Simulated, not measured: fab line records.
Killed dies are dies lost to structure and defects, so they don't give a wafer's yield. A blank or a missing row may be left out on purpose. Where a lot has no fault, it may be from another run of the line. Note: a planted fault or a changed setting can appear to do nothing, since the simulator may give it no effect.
What tool caused it? || flow gf180mcu || 7 lots (21 wafers sampled), 1 step of a 602-step route

WHAT THE GAUGES READ, wafer by wafer
GF_MVSD_TW_MEAS_11.
{"lot": "L182", "measured": "day 4 20:20", "on": "film metro-02", "MVSD_TW": "1557 1556 1553"}
{"lot": "L189", "measured": "day 6 20:22", "on": "film metro-01", "MVSD_TW": "1576 1581 1584"}
{"lot": "L193", "measured": "day 7 13:35", "on": "film metro-01", "MVSD_TW": "1560 1564 1567"}
{"lot": "L195", "measured": "day 8 02:28", "on": "film metro-01", "MVSD_TW": "1571 1576 1575"}
{"lot": "L197", "measured": "day 8 13:59", "on": "film metro-02", "MVSD_TW": "1552 1542 1557"}
{"lot": "L199", "measured": "day 8 23:40", "on": "film metro-01", "MVSD_TW": "1570 1582 1575"}
{"lot": "L203", "measured": "day 9 19:32", "on": "film metro-01", "MVSD_TW": "1575 1576 1575"}

WHICH TOOL RAN EACH LOT (tool, then ch and the chambers of the sampled wafers, then the start)
The record shows no process step preceding these readings.

THE ANSWER, worked out from the rows above alone
Rule: the usual values come from the lots themselves. The widest of any qualifying gaps counts: lots, ordered by their means at a reading, are off when they make up no more than a third of the lots, leave a main group of 4 or more, and stand apart from it by 3 or more times the standard deviation of that group's means. Not used: any main group whose means are identical at the precision the tables above print for the reading. A lot without any number at a reading at which 4 lots or more have one is off too. All remaining lots with rows at the step are treated as sound.
No lot is off at any reading shown: from this, nothing can be told.

WHAT HAD BEEN PUT IN BY THE SIMULATOR
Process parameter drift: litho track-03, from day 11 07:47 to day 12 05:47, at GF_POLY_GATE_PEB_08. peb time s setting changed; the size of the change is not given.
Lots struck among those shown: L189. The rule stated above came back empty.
